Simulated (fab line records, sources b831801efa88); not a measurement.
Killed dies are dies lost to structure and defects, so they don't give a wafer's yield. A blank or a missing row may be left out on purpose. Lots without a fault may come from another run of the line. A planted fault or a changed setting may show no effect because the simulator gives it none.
fab line records | flow gf180mcu
record lots=5 wafers=15 last_day=34
route steps=602 shown VT_IMPLANT@132 MVSD@136 NWELL@137 LVPWELL@138 MVPSD@139 DUAL_GATE@141 POLY_GATE@157
lots that met no fault: from a run of the same line without faults
start_h: hours from the record's first day to the start of the lot's first wafer shown | wait_h: hours since the lot's step before | " the same as in the row above | L1.1+2: a row that stands for several wafers | - no value, or no start given | * or withheld: withheld | < > ~ a bound
route shown NAME@n: a module of which the file shows steps, and the number in the route of the first | usual: mean/standard deviation of fault-free wafers | same: alike in all rows | chamber/n: place in a boat | sites: the reading at each site | _std_site: their standard deviation | _edge_site: outer sites' mean less inner sites' | radius_mm: how far each site lies from the wafer's centre | mask NAME#n: copy n | behind: the tool/chamber that last shaped the wafer | hold: why the lot was held/for how many hours/how that ended | device: the transistor (n, p or np) that didn't switch | end of line: the same wafers' tests at the end of the route | a step without rows: its recipe alone | killed: dies lost to structure and defects at the first sort, not the wafer's yield | map: a wafer's dies, x killed, . not, _ none there
set.NAME: the setting as run; set.NAME@STEP: as run at that earlier step | model.NAME: the simulator's own value behind a step, which no gauge read
lots at some steps of the route; a table a step, a row a wafer
services: from which hour (start_h, from the record's first day; less than 0 if before it) a tool's chamber was out of use, for how many hours, and why
## steps
# step GF_VT_IMPLANT_STRIP_42
# recipe chemistry=O2/N2 power_w=1400 pressure_mtorr=1500 platen_temp_c=250 o2_flow_sccm=3000 n2_flow_sccm=300 overash_fraction=0.5
# usual drypump_motor_current_A=5.8/0.65 heater_power_w=319/11 oes_product_au=0.716/0.0046 strip_time_to_endpoint_s=12.64/0.035
# columns lot.wafer tool chamber start_h wait_h drypump_motor_current_A heater_power_w oes_product_au rf_hours_counter_h strip_time_to_endpoint_s
L077.2 plasma_asher-03 1 178.78 0.1 4.9 303 0.718 55 12.67
L077.3 " 1 " " 5.0 307 0.716 - 12.62
L077.6 " 0 " " 5.5 333 0.713 - 12.60
L081.1 plasma_asher-03 0 206.37 0.1 5.5 331 0.711 58 12.65
L081.2 " 1 " " 5.0 305 0.714 58 12.62
L081.5 " 0 " " 5.5 335 0.714 - 12.67
L089.2 plasma_asher-01 0 257.83 0.1 6.8 325 0.720 14 12.61
L089.3 " 0 " " 6.8 332 0.721 - 12.65
L089.4 " 1 " " 5.3 322 0.717 - 12.67
L091.2 plasma_asher-03 1 273.72 0.1 5.0 306 0.719 65 12.62
L091.5 " 0 " " 5.5 338 0.716 - 12.72
L091.6 " 1 " " 5.0 308 0.719 - 12.69
L097.2 plasma_asher-02 1 310.87 0.1 6.5 314 0.709 53 12.68
L097.5 " 1 " " 6.5 323 0.711 - 12.63
L097.6 " 0 " " 5.7 301 0.718 - 12.64
# step GF_VT_IMPLANT_TW_MEAS_43
# usual VT_IMPLANT_4_TW=689/3.6
# columns lot.wafer tool chamber start_h wait_h VT_IMPLANT_4_TW
L077.2 film_metro-02 - 179.02 0.2 690
L077.3 " - " " 687
L077.6 " - " " 689
L081.1 film_metro-01 - 206.47 0.1 690
L081.2 " - " " 689
L081.5 " - " " 694
L089.2 film_metro-03 - 257.94 0.1 686
L089.3 " - " " 687
L089.4 " - " " 686
L091.2 film_metro-01 - 273.83 0.1 687
L091.5 " - " " 691
L091.6 " - " " 688
L097.2 film_metro-01 - 310.98 0.1 694
L097.5 " - " " 694
L097.6 " - " " 694
# step GF_VT_IMPLANT_CLEAN_44
# recipe chemistry=SC1/SC2 mix=1:4:20 temp_c=70 time_s=150 dry=n2_spin
# usual bath_guard_temp_C=70.1/0.61
# same time_s=150
# columns lot.wafer tool chamber start_h wait_h bath_guard_temp_C
L077.2 wet_bench-04 3 179.07 0.0 69.9
L077.3 " 3 " " 69.8
L077.6 " 3 " " 70.0
L081.1 wet_bench-04 2 206.53 0.1 69.7
L081.2 " 2 " " 69.8
L081.5 " 2 " " 69.6
L089.2 wet_bench-02 1 257.99 0.0 70.8
L089.3 " 1 " " 70.8
L089.4 " 1 " " 70.9
L091.2 wet_bench-03 1 273.88 0.0 69.7
L091.5 " 1 " " 70.2
L091.6 " 1 " " 70.1
L097.2 wet_bench-04 2 311.03 0.0 69.8
L097.5 " 2 " " 69.9
L097.6 " 2 " " 70.1
# step GF_VT_IMPLANT_RTA_45
# recipe temp_c=1050 time_s=30 ambient=N2
# usual lamp_power_pct=30.2/1.1 wafer_temp_C_max=1054.2/1.5
# same time_s=30
# columns lot.wafer tool chamber start_h wait_h lamp_power_pct wafer_temp_C_max
L077.2 rtp_anneal-02 0 179.13 0.0 29.3 1057.4
L077.3 " 0 " " 29.3 1055.5
L077.6 " 0 " " 29.3 1054.2
L081.1 rtp_anneal-02 0 206.59 0.0 29.3 1054.8
L081.2 " 0 " " 29.3 1055.2
L081.5 " 0 " " 29.3 1055.3
L089.2 rtp_anneal-01 0 258.11 0.0 31.6 1052.0
L089.3 " 0 " " 31.6 1052.4
L089.4 " 0 " " 31.6 1052.4
L091.2 rtp_anneal-01 0 273.97 0.0 31.6 1053.5
L091.5 " 0 " " 31.6 1053.7
L091.6 " 0 " " 31.6 1053.8
L097.2 rtp_anneal-02 0 311.10 0.0 29.3 1055.6
L097.5 " 0 " " 29.3 1054.8
L097.6 " 0 " " 29.3 1056.2
# step GF_VT_IMPLANT_RS_MEAS_46
# recipe thk_meas_gauge=four-point-probe
# usual MVSD_RS=456.8/1.1
# columns lot.wafer tool chamber start_h wait_h MVSD_RS[ohm/sq]
L077.2 film_metro-04 - 179.24 0.1 456.1
L077.3 " - " " 456.4
L077.6 " - " " 456.1
L081.1 film_metro-03 - 206.69 0.1 457.8
L081.2 " - " " 456.7
L081.5 " - " " 457.3
L089.2 film_metro-04 - 258.21 0.1 457.5
L089.3 " - " " 456.1
L089.4 " - " " 456.7
L091.2 film_metro-04 - 274.15 0.2 457.2
L091.5 " - " " 455.2
L091.6 " - " " 455.5
L097.2 film_metro-04 - 311.20 0.1 457.6
L097.5 " - " " 456.5
L097.6 " - " " 458.8
# step GF_VT_IMPLANT_RS_MEAS_47
# recipe thk_meas_gauge=four-point-probe
# usual NWELL_RS=487.8/1.4
# columns lot.wafer tool chamber start_h wait_h NWELL_RS[ohm/sq]
L077.2 film_metro-04 - 179.36 0.1 486.8
L077.3 " - " " 486.8
L077.6 " - " " 488.6
L081.1 film_metro-03 - 206.81 0.1 489.1
L081.2 " - " " 489.0
L081.5 " - " " 488.3
L089.2 film_metro-04 - 258.33 0.1 488.0
L089.3 " - " " 487.9
L089.4 " - " " 488.9
L091.2 film_metro-04 - 274.27 0.1 488.5
L091.5 " - " " 488.1
L091.6 " - " " 488.6
L097.2 film_metro-04 - 311.32 0.1 488.9
L097.5 " - " " 488.3
L097.6 " - " " 488.6
# step GF_VT_IMPLANT_RS_MEAS_48
# recipe thk_meas_gauge=four-point-probe
# usual LVPWELL_RS=1197.4/2.9
# columns lot.wafer tool chamber start_h wait_h LVPWELL_RS[ohm/sq]
L077.2 film_metro-04 - 179.48 0.1 1197.6
L077.3 " - " " 1194.8
L077.6 " - " " 1196.2
L081.1 film_metro-03 - 206.93 0.1 1193.2
L081.2 " - " " 1197.9
L081.5 " - " " 1197.8
L089.2 film_metro-04 - 258.45 0.1 1194.2
L089.3 " - " " 1197.7
L089.4 " - " " 1195.7
L091.2 film_metro-04 - 274.39 0.1 1197.7
L091.5 " - " " 1198.8
L091.6 " - " " 1201.3
L097.2 film_metro-04 - 311.44 0.1 1199.3
L097.5 " - " " 1199.8
L097.6 " - " " 1200.1
# step GF_VT_IMPLANT_RS_MEAS_49
# recipe thk_meas_gauge=four-point-probe
# usual MVPSD_RS=1169/3.2
# columns lot.wafer tool chamber start_h wait_h MVPSD_RS[ohm/sq]
L077.2 film_metro-04 - 179.60 0.1 1167
L077.3 " - " " 1171
L077.6 " - " " 1168
L081.1 film_metro-03 - 207.05 0.1 1167
L081.2 " - " " 1168
L081.5 " - " " 1169
L089.2 film_metro-04 - 258.57 0.1 1173
L089.3 " - " " 1170
L089.4 " - " " 1174
L091.2 film_metro-04 - 274.51 0.1 1170
L091.5 " - " " 1172
L091.6 " - " " 1171
L097.2 film_metro-04 - 311.56 0.1 1170
L097.5 " - " " 1173
L097.6 " - " " 1169
# step GF_VT_IMPLANT_WET_ETCH_50
# recipe chemistry=dHF target_depth_nm=20 target=SiO2 temp_c=25 dilution=100:1 time_s=400
# same time_s=400
# columns lot.wafer tool chamber start_h wait_h
L077.2+3+6 wet_bench-02 2 179.70 0.1
L081.1+2+5 wet_bench-03 1 207.17 0.1
L089.2+3+4 wet_bench-03 1 258.67 0.1
L091.2+5+6 wet_bench-02 3 274.61 0.1
L097.2+5+6 wet_bench-03 3 311.66 0.1
# step GF_DUAL_GATE_CLEAN_00
# recipe chemistry=SC1/SC2 mix=1:4:20 temp_c=70 time_s=150
# usual bath_guard_temp_C=69.6/0.62
# same time_s=150
# columns lot.wafer tool chamber start_h wait_h bath_guard_temp_C
L077.2 wet_bench-04 3 179.82 0.0 69.8
L077.3 " 3 " " 69.8
L077.6 " 3 " " 70.0
L081.1 wet_bench-02 2 207.29 0.0 69.2
L081.2 " 2 " " 69.9
L081.5 " 2 " " 69.4
L089.2 wet_bench-04 0 258.79 0.0 69.6
L089.3 " 0 " " 69.7
L089.4 " 0 " " 69.7
L091.2 wet_bench-03 1 274.73 0.0 70.5
L091.5 " 1 " " 69.8
L091.6 " 1 " " 70.2
L097.2 wet_bench-02 1 311.78 0.0 70.7
L097.5 " 1 " " 70.5
L097.6 " 1 " " 70.9
# step GF_DUAL_GATE_CLEAN_01
# recipe chemistry=dHF time_s=20 dilution=100:1 dry=ipa_marangoni
# same time_s=20
# columns lot.wafer tool chamber start_h wait_h
L077.2+3+6 wet_bench-03 0 179.87 0.0
L081.1+2+5 wet_bench-04 2 207.34 0.0
L089.2+3+4 wet_bench-02 2 258.84 0.0
L091.2+5+6 wet_bench-02 2 274.78 0.0
L097.2+5+6 wet_bench-04 3 311.83 0.0
# step GF_DUAL_GATE_OXIDATION_02
# recipe temp_c=900 ambient=O2 stabilise_s=600 purge_s=300 target_thk_a=108.87 ox_time_s=1602
# usual zone_power_centre_pct=19.91/0.27
# columns lot.wafer tool chamber start_h wait_h zone_power_centre_pct
L077.2 furnace-02 0 179.88 0.0 20.22
L077.3 " 0 " " 20.02
L077.6 " 0 " " 20.41
L081.1 furnace-02 0 207.35 0.0 20.05
L081.2 " 0 " " 20.26
L081.5 " 0 " " 20.01
L089.2 furnace-01 0 258.87 0.0 20.17
L089.3 " 0 " " 19.94
L089.4 " 0 " " 19.68
L091.2 furnace-01 0 274.80 0.0 19.84
L091.5 " 0 " " 19.66
L091.6 " 0 " " 19.66
L097.2 furnace-02 0 311.84 0.0 19.96
L097.5 " 0 " " 19.92
L097.6 " 0 " " 19.96
# step GF_DUAL_GATE_THK_MEAS_03
# recipe reads=SiO2_of_DUAL_GATE_OXIDATION_02
# usual DUAL_GATE_OXIDATION_00_THK=10.90/0.23
# columns lot.wafer tool chamber start_h wait_h DUAL_GATE_OXIDATION_00_THK[nm]
L077.2 film_metro-02 - 181.34 0.0 11.27
L077.3 " - " " 11.14
L077.6 " - " " 11.15
L081.1 film_metro-04 - 208.80 0.0 11.29
L081.2 " - " " 11.43
L081.5 " - " " 11.35
L089.2 film_metro-03 - 260.32 0.0 11.16
L089.3 " - " " 11.09
L089.4 " - " " 11.10
L091.2 film_metro-02 - 276.25 0.0 11.10
L091.5 " - " " 11.07
L091.6 " - " " 11.01
L097.2 film_metro-03 - 313.30 0.0 10.85
L097.5 " - " " 10.93
L097.6 " - " " 11.07
# step GF_DUAL_GATE_DEHYDRATE_04
# recipe temp_c=200 time_s=60
# same time_s=60
# columns lot.wafer tool chamber start_h wait_h
L077.2+3+6 litho_track-03 0 189.61 8.3
L081.1+2+5 litho_track-03 0 217.04 8.2
L089.2+3+4 litho_track-03 0 269.26 8.9
L091.2+5+6 litho_track-04 0 285.36 9.1
L097.2+5+6 litho_track-03 0 323.31 10.0
# step GF_DUAL_GATE_HMDS_05
# recipe prime_time_s=60 prime_temp_c=120
# same prime_time_s=60
# columns lot.wafer tool chamber start_h wait_h
L077.2+3+6 litho_track-03 0 189.76 0.1
L081.1+2+5 litho_track-03 0 217.19 0.1
L089.2+3+4 litho_track-03 0 269.41 0.1
L091.2+5+6 litho_track-04 0 285.51 0.1
L097.2+5+6 litho_track-03 0 323.46 0.1
# step GF_DUAL_GATE_COAT_06
# recipe resist=NOVOLAK spin_rpm=3000 resist_thk_nm=1000
# columns lot.wafer tool chamber start_h wait_h
L077.2+3+6 litho_track-03 0 189.91 0.1
L081.1+2+5 litho_track-03 0 217.34 0.1
L089.2+3+4 litho_track-03 0 269.56 0.1
L091.2+5+6 litho_track-04 0 285.66 0.1
L097.2+5+6 litho_track-03 0 323.61 0.1
# step GF_DUAL_GATE_SOFTBAKE_07
# recipe temp_c=90 time_s=60 resist=NOVOLAK
# same time_s=60
# columns lot.wafer tool chamber start_h wait_h
L077.2+3+6 litho_track-03 0 190.06 0.1
L081.1+2+5 litho_track-03 0 217.49 0.1
L089.2+3+4 litho_track-03 0 269.71 0.1
L091.2+5+6 litho_track-04 0 285.81 0.1
L097.2+5+6 litho_track-03 0 323.76 0.1
# step GF_DUAL_GATE_EXPOSE_08
# recipe mask_id=Dualgate target_cd_nm=700 na=0.6 source_shape=conventional sigma_outer=0.6 dose_mj=140
# columns lot.wafer tool chamber start_h wait_h mask
L077.2+3+6 iline_stepper-01 0 - - Dualgate#0
L081.1+2+5 iline_stepper-02 0 - - Dualgate#0
L089.2+3+4 iline_stepper-01 0 - - Dualgate#0
L091.2+5+6 iline_stepper-01 0 - - Dualgate#0
L097.2+5+6 iline_stepper-02 0 - - Dualgate#0
# step GF_DUAL_GATE_PEB_09
# recipe temp_c=withheld time_s=* resist=NOVOLAK
# same time_s=*
# columns lot.wafer tool chamber start_h wait_h
L077.2+3+6 litho_track-03 0 - -
L081.1+2+5 litho_track-04 0 - -
L089.2+3+4 litho_track-03 0 - -
L091.2+5+6 litho_track-03 0 - -
L097.2+5+6 litho_track-03 0 - -
# step GF_DUAL_GATE_DEVELOP_10
# recipe develop_time_s=60 dev_temp_c=23
# columns lot.wafer tool chamber start_h wait_h
L077.2+3+6 litho_track-03 0 198.36 0.1
L081.1+2+5 litho_track-04 0 226.44 0.1
L089.2+3+4 litho_track-03 0 279.31 0.1
L091.2+5+6 litho_track-03 0 295.71 0.1
L097.2+5+6 litho_track-03 0 334.01 0.1
# step GF_DUAL_GATE_OVL_MEAS_11
# usual DUAL_GATE_OVL=-1.2/1.6
# columns lot.wafer tool chamber start_h wait_h DUAL_GATE_OVL[nm]
L077.2 overlay-02 - 198.49 0.1 -1.7
L077.3 " - " " -0.4
L077.6 " - " " -2.0
L081.1 overlay-02 - 226.59 0.1 0.5
L081.2 " - " " 0.7
L081.5 " - " " 3.5
L089.2 overlay-02 - 279.44 0.1 -5.0
L089.3 " - " " -3.3
L089.4 " - " " -3.1
L091.2 overlay-02 - 295.84 0.1 -3.1
L091.5 " - " " -1.2
L091.6 " - " " -2.7
L097.2 overlay-02 - 334.14 0.1 0.2
L097.5 " - " " -0.4
L097.6 " - " " -0.6
# step GF_DUAL_GATE_WET_ETCH_12
# recipe chemistry=dHF target_depth_nm=13 dry=n2_spin target=SiO2 temp_c=25 dilution=100:1 time_s=260
# same time_s=260
# columns lot.wafer tool chamber start_h wait_h
L077.2+3+6 wet_bench-04 1 198.52 0.0
L081.1+2+5 wet_bench-04 0 226.62 0.0
L089.2+3+4 wet_bench-04 1 279.47 0.0
L091.2+5+6 wet_bench-04 2 295.87 0.0
L097.2+5+6 wet_bench-04 1 334.17 0.0
# step GF_DUAL_GATE_STRIP_13
# recipe chemistry=O2/N2 power_w=1400 pressure_mtorr=1500 platen_temp_c=250 o2_flow_sccm=3000 n2_flow_sccm=300 overash_fraction=0.5
# usual drypump_motor_current_A=6.0/0.54 heater_power_w=324/9.9 oes_product_au=0.716/0.0047 strip_time_to_endpoint_s=12.64/0.034
# columns lot.wafer tool chamber start_h wait_h drypump_motor_current_A heater_power_w oes_product_au rf_hours_counter_h strip_time_to_endpoint_s
L077.2 plasma_asher-04 1 198.60 0.0 5.9 327 0.720 55 12.69
L077.3 " 0 " " 5.8 340 0.713 - 12.68
L077.6 " 0 " " 5.8 345 0.712 - 12.68
L081.1 plasma_asher-04 1 226.70 0.0 5.9 317 0.708 58 12.63
L081.2 " 0 " " 5.8 342 0.713 58 12.64
L081.5 " 0 " " 5.8 347 0.721 - 12.67
L089.2 plasma_asher-04 0 279.56 0.0 5.8 336 0.721 63 12.64
L089.3 " 0 " " 5.8 343 0.712 - 12.58
L089.4 " 1 " " 5.9 312 0.716 - 12.58
L091.2 plasma_asher-04 0 296.03 0.0 5.8 339 0.723 65 12.61
L091.5 " 1 " " 5.9 334 0.720 - 12.65
L091.6 " 0 " " 5.8 339 0.719 - 12.62
L097.2 plasma_asher-01 0 334.25 0.0 6.7 325 0.711 22 12.59
L097.5 " 0 " " 6.7 332 0.713 - 12.62
L097.6 " 1 " " 5.3 319 0.711 - 12.58
# step GF_DUAL_GATE_CLEAN_14
# recipe chemistry=SC1/SC2 mix=1:4:20 temp_c=70 time_s=150 dry=n2_spin
# usual bath_guard_temp_C=70.2/0.71
# same time_s=150
# columns lot.wafer tool chamber start_h wait_h bath_guard_temp_C
L077.2 wet_bench-03 3 198.70 0.1 70.2
L077.3 " 3 " " 69.6
L077.6 " 3 " " 69.8
L081.1 wet_bench-02 3 226.80 0.1 70.3
L081.2 " 3 " " 70.0
L081.5 " 3 " " 70.0
L089.2 wet_bench-02 2 279.66 0.1 69.4
L089.3 " 2 " " 69.7
L089.4 " 2 " " 69.6
L091.2 wet_bench-04 1 296.13 0.1 71.2
L091.5 " 1 " " 70.8
L091.6 " 1 " " 71.3
L097.2 wet_bench-03 2 334.35 0.1 68.9
L097.5 " 2 " " 68.7
L097.6 " 2 " " 68.9
# step GF_DUAL_GATE_OXIDATION_15
# recipe temp_c=850 ambient=O2 stabilise_s=600 purge_s=300 target_thk_a=70.98 ox_time_s=1995
# usual zone_power_centre_pct=17.71/0.27
# columns lot.wafer tool chamber start_h wait_h zone_power_centre_pct
L077.2 furnace-01 0 198.75 0.0 17.81
L077.3 " 0 " " 17.49
L077.6 " 0 " " 17.31
L081.1 furnace-01 0 227.22 0.4 17.26
L081.2 " 0 " " 17.60
L081.5 " 0 " " 17.17
L089.2 furnace-01 0 279.71 0.0 17.69
L089.3 " 0 " " 17.66
L089.4 " 0 " " 17.86
L091.2 furnace-01 0 296.72 0.5 17.62
L091.5 " 0 " " 17.71
L091.6 " 0 " " 17.45
L097.2 furnace-02 0 334.60 0.2 18.10
L097.5 " 0 " " 17.81
L097.6 " 0 " " 17.89
# step GF_POLY_GATE_CVD_00
# recipe material=poly-Si target_thk_nm=200 temp_c=620 time_s=1200 pressure_mtorr=200
# usual zone_power_centre_pct=8.8/1.4
# same time_s=1200
# columns lot.wafer tool chamber start_h wait_h zone_power_centre_pct
L077.2 lpcvd-02 0 200.31 0.0 8.3
L077.3 " 0 " " 8.4
L077.6 " 0 " " 8.2
L081.1 lpcvd-01 1 228.77 0.0 8.5
L081.2 " 1 " " 8.5
L081.5 " 1 " " 8.5
L089.2 lpcvd-01 0 281.26 0.0 10.7
L089.3 " 0 " " 10.9
L089.4 " 0 " " 10.7
L091.2 lpcvd-02 1 298.96 0.7 7.0
L091.5 " 1 " " 7.0
L091.6 " 1 " " 7.0
L097.2 lpcvd-02 0 336.16 0.0 8.3
L097.5 " 0 " " 8.4
L097.6 " 0 " " 8.4
# step GF_POLY_GATE_THK_MEAS_01
# recipe reads=poly-Si_of_POLY_GATE_CVD_00
# usual POLY_GATE_CVD_00_THK=199.7/2.2
# columns lot.wafer tool chamber start_h wait_h POLY_GATE_CVD_00_THK[nm]
L077.2 film_metro-04 - 201.65 0.0 201.6
L077.3 " - " " 200.9
L077.6 " - " " 201.7
L081.1 film_metro-02 - 230.10 0.0 199.7
L081.2 " - " " 199.6
L081.5 " - " " 200.4
L089.2 film_metro-02 - 282.61 0.0 196.9
L089.3 " - " " 198.1
L089.4 " - " " 197.7
L091.2 film_metro-02 - 300.31 0.0 199.4
L091.5 " - " " 200.1
L091.6 " - " " 202.0
L097.2 film_metro-04 - 337.50 0.0 194.4
L097.5 " - " " 197.8
L097.6 " - " " 195.0
# step GF_POLY_GATE_DEHYDRATE_02
# recipe temp_c=200 time_s=60
# same time_s=60
# columns lot.wafer tool chamber start_h wait_h
L077.2+3+6 litho_track-03 0 209.31 7.7
L081.1+2+5 litho_track-03 0 239.04 8.9
L089.2+3+4 litho_track-01 0 291.62 9.0
L091.2+5+6 litho_track-04 0 310.11 9.8
L097.2+5+6 litho_track-03 0 347.51 10.0
# step GF_POLY_GATE_HMDS_03
# recipe prime_time_s=60 prime_temp_c=120
# same prime_time_s=60
# columns lot.wafer tool chamber start_h wait_h
L077.2+3+6 litho_track-03 0 209.46 0.1
L081.1+2+5 litho_track-03 0 239.19 0.1
L089.2+3+4 litho_track-01 0 291.77 0.1
L091.2+5+6 litho_track-04 0 310.26 0.1
L097.2+5+6 litho_track-03 0 347.66 0.1
# step GF_POLY_GATE_COAT_04
# recipe resist=BARC temp_c=withheld time_s=withheld spin_rpm=withheld resist_thk_nm=withheld
# columns lot.wafer tool chamber start_h wait_h
L077.2+3+6 litho_track-03 0 209.61 0.1
L081.1+2+5 litho_track-03 0 239.34 0.1
L089.2+3+4 litho_track-01 0 291.92 0.1
L091.2+5+6 litho_track-04 0 310.41 0.1
L097.2+5+6 litho_track-03 0 347.81 0.1
# step GF_POLY_GATE_COAT_05
# recipe resist=KrF spin_rpm=withheld resist_thk_nm=700
# columns lot.wafer tool chamber start_h wait_h
L077.2+3+6 litho_track-03 0 - -
L081.1+2+5 litho_track-03 0 - -
L089.2+3+4 litho_track-01 0 - -
L091.2+5+6 litho_track-04 0 - -
L097.2+5+6 litho_track-03 0 - -
# step GF_POLY_GATE_SOFTBAKE_06
# recipe temp_c=130 time_s=60 resist=KrF
# same time_s=60
# columns lot.wafer tool chamber start_h wait_h
L077.2+3+6 litho_track-03 0 - -
L081.1+2+5 litho_track-03 0 - -
L089.2+3+4 litho_track-01 0 - -
L091.2+5+6 litho_track-04 0 - -
L097.2+5+6 litho_track-03 0 - -
# step GF_POLY_GATE_EXPOSE_07
# recipe mask_id=Poly2 target_cd_nm=280 na=0.68 source_shape=conventional sigma_outer=0.6 dose_mj=28
# columns lot.wafer tool chamber start_h wait_h mask
L077.2+3+6 krf_scanner-01 0 - - Poly2#0
L081.1+2+5 krf_scanner-01 0 - - Poly2#0
L089.2+3+4 krf_scanner-02 0 - - Poly2#0
L091.2+5+6 krf_scanner-02 0 - - Poly2#0
L097.2+5+6 krf_scanner-01 0 - - Poly2#0
# step GF_POLY_GATE_PEB_08
# recipe peb_temp_c=135 peb_time_s=90 resist=KrF
# same peb_time_s=90
# columns lot.wafer tool chamber start_h wait_h
L077.2+3+6 litho_track-03 0 - -
L081.1+2+5 litho_track-03 0 - -
L089.2+3+4 litho_track-04 0 - -
L091.2+5+6 litho_track-03 0 - -
L097.2+5+6 litho_track-01 0 - -
# step GF_POLY_GATE_DEVELOP_09
# recipe develop_time_s=60 resist=KrF dev_temp_c=21
# columns lot.wafer tool chamber start_h wait_h
L077.2+3+6 litho_track-03 0 218.96 0.2
L081.1+2+5 litho_track-03 0 248.69 0.2
L089.2+3+4 litho_track-04 0 302.26 0.2
L091.2+5+6 litho_track-03 0 321.01 0.2
L097.2+5+6 litho_track-01 0 358.52 0.2
# step GF_POLY_GATE_CD_MEAS_10
# recipe target_cd_nm=280
# usual cd_nm=280.2/1.4
# columns lot.wafer tool chamber start_h wait_h cd_nm
L077.2 cd_sem-01 - 219.11 0.1 279.6
L077.3 " - " " 279.3
L077.6 " - " " 279.4
L081.1 cd_sem-01 - 248.84 0.1 277.9
L081.2 " - " " 279.3
L081.5 " - " " 278.2
L089.2 cd_sem-01 - 302.41 0.1 280.5
L089.3 " - " " 281.3
L089.4 " - " " 280.8
L091.2 cd_sem-02 - 321.16 0.1 280.6
L091.5 " - " " 281.9
L091.6 " - " " 280.8
L097.2 cd_sem-01 - 358.66 0.1 280.4
L097.5 " - " " 280.3
L097.6 " - " " 281.8
# step GF_POLY_GATE_OVL_MEAS_11
# usual POLY_GATE_OVL=-2/4.9
# columns lot.wafer tool chamber start_h wait_h POLY_GATE_OVL[nm]
L077.2 overlay-01 - 219.21 0.1 -8
L077.3 " - " " -5
L077.6 " - " " -12
L081.1 overlay-01 - 248.96 0.1 6
L081.2 " - " " 0
L081.5 " - " " -1
L089.2 overlay-01 - 302.51 0.1 -7
L089.3 " - " " -4
L089.4 " - " " -5
L091.2 overlay-01 - 321.26 0.1 -10
L091.5 " - " " -5
L091.6 " - " " -6
L097.2 overlay-01 - 358.77 0.1 -4
L097.5 " - " " -1
L097.6 " - " " 0
# step GF_POLY_GATE_ETCH_12
# recipe chemistry=N2/H2 target_depth_a=withheld overetch_a=withheld time_s=withheld target=BARC ion_energy_ev=200 source_w=500 bias_w=100 pressure_mtorr=30 n2_flow_sccm=100 h2_flow_sccm=200
# usual drypump_motor_current_A=5.7/0.53 h2_flow_sccm=199.9/0.62 oes_product_au=0.736/0.0045 rf_fwd_power_W=496.0/1.8 throttle_valve_pct=13.214/0.01
# columns lot.wafer tool chamber start_h wait_h drypump_motor_current_A h2_flow_sccm oes_product_au rf_fwd_power_W throttle_valve_pct
L077.2 rie_diel-04 1 219.24 0.0 5.4 199.8 0.733 497.4 13.194
L077.3 " 0 " " 5.1 201.1 0.734 496.2 13.212
L077.6 " 1 " " 5.4 199.3 0.732 499.0 13.238
L081.1 rie_diel-02 2 248.99 0.0 5.1 199.6 0.724 496.5 13.217
L081.2 " 3 " " 4.9 200.3 0.727 494.0 13.225
L081.5 " 2 " " 5.1 199.5 0.740 497.7 13.218
L089.2 rie_diel-02 1 302.54 0.0 5.9 200.3 0.738 492.8 13.227
L089.3 " 0 " " 5.7 199.8 0.733 494.9 13.216
L089.4 " 2 " " 5.1 200.5 0.741 496.2 13.223
L091.2 rie_diel-04 1 321.29 0.0 5.4 200.4 0.734 497.8 13.205
L091.5 " 1 " " 5.4 200.0 0.731 497.9 13.209
L091.6 " 0 " " 5.1 201.2 0.736 494.5 13.221
L097.2 rie_diel-02 1 358.80 0.0 5.9 198.8 0.738 498.3 13.232
L097.5 " 2 " " 5.1 199.5 0.743 496.1 13.223
L097.6 " 1 " " 6.0 199.2 0.741 499.4 13.223
# step GF_POLY_GATE_ETCH_13
# recipe target=poly-Si target_depth_nm=198.5 stop_on=SiO2 over_etch_frac=0.403 chemistry=HBr/Cl2 icp_w=400 bias_w=100 pressure_mtorr=10 HBr_flow_sccm=150 Cl2_flow_sccm=50 time_s=69.6
# usual HBr_flow_sccm=150.0/0.41 drypump_motor_current_A=5.4/0.37 mfc_cl2_sccm=49.98/0.16 oes_product_au=0.990/0.0075 rf_fwd_power_W=396.7/1.5 throttle_valve_pct=33.685/0.0085
# same time_s=69.6
# columns lot.wafer tool chamber start_h wait_h HBr_flow_sccm drypump_motor_current_A mfc_cl2_sccm oes_product_au rf_fwd_power_W rf_hours_counter_h throttle_valve_pct
L077.2 rie_si-02 2 219.29 - 149.6 5.4 49.97 1.000 398.1 96 33.694
L077.3 " 1 " " 149.6 5.1 49.87 0.994 400.6 31 33.677
L077.6 " 1 " " 150.1 5.1 50.08 0.995 397.6 - 33.674
L081.1 rie_si-02 3 249.04 - 150.5 5.5 49.99 0.998 397.2 0 33.691
L081.2 " 2 " " 149.7 5.4 50.01 0.985 397.1 96 33.685
L081.5 " 3 " " 150.1 5.5 49.90 0.983 395.3 - 33.679
L089.2 rie_si-02 3 302.59 - 149.9 5.5 50.11 0.977 394.2 0 33.677
L089.3 " 1 " " 150.1 5.1 50.04 0.983 395.5 32 33.681
L089.4 " 0 " " 149.4 5.2 49.97 0.994 394.7 1 33.690
L091.2 rie_si-02 2 321.34 - 150.2 5.4 50.05 0.991 396.0 97 33.684
L091.5 " 1 " " 149.8 5.1 50.01 0.985 396.1 - 33.691
L091.6 " 0 " " 150.4 5.2 50.00 0.995 396.5 - 33.699
L097.2 rie_si-01 1 358.85 - 149.4 5.6 49.92 0.974 397.3 5 33.698
L097.5 " 2 " " 149.8 5.8 49.81 0.984 395.7 - 33.680
L097.6 " 1 " " 149.9 5.7 49.83 0.987 398.4 - 33.689
## services
# columns tool chamber start_h hours kind
iline_stepper-01 - 158.78 9.9 repair
rie_si-02 - 180.70 0.4 repair
krf_scanner-01 - 192.72 0.4 repair
krf_scanner-01 - 195.02 1.0 pm
rtp_anneal-02 - 207.83 5.7 pm
krf_scanner-01 - 210.44 20.4 repair
furnace-02 - 211.51 3.8 pm
iline_stepper-01 - 212.23 4.4 pm
rie_diel-02 3 212.73 4.4 repair
furnace-01 - 220.75 3.9 pm
iline_stepper-01 - 225.32 1.7 pm
plasma_asher-03 - 238.98 4.9 repair
furnace-02 - 241.31 2.6 pm
rie_diel-02 0 245.07 12.2 repair
furnace-02 - 261.35 3.0 pm
rie_si-02 3 262.55 5.6 repair
plasma_asher-03 - 271.79 0.5 repair
wet_bench-04 - 273.74 2.5 repair
krf_scanner-01 - 280.18 0.8 pm
furnace-01 - 284.16 3.4 pm
wet_bench-03 - 293.27 3.9 repair
rie_diel-02 2 294.73 5.3 repair
plasma_asher-04 - 314.75 27.0 pm
rie_si-02 2 358.25 4.2 repair
## key
fault none
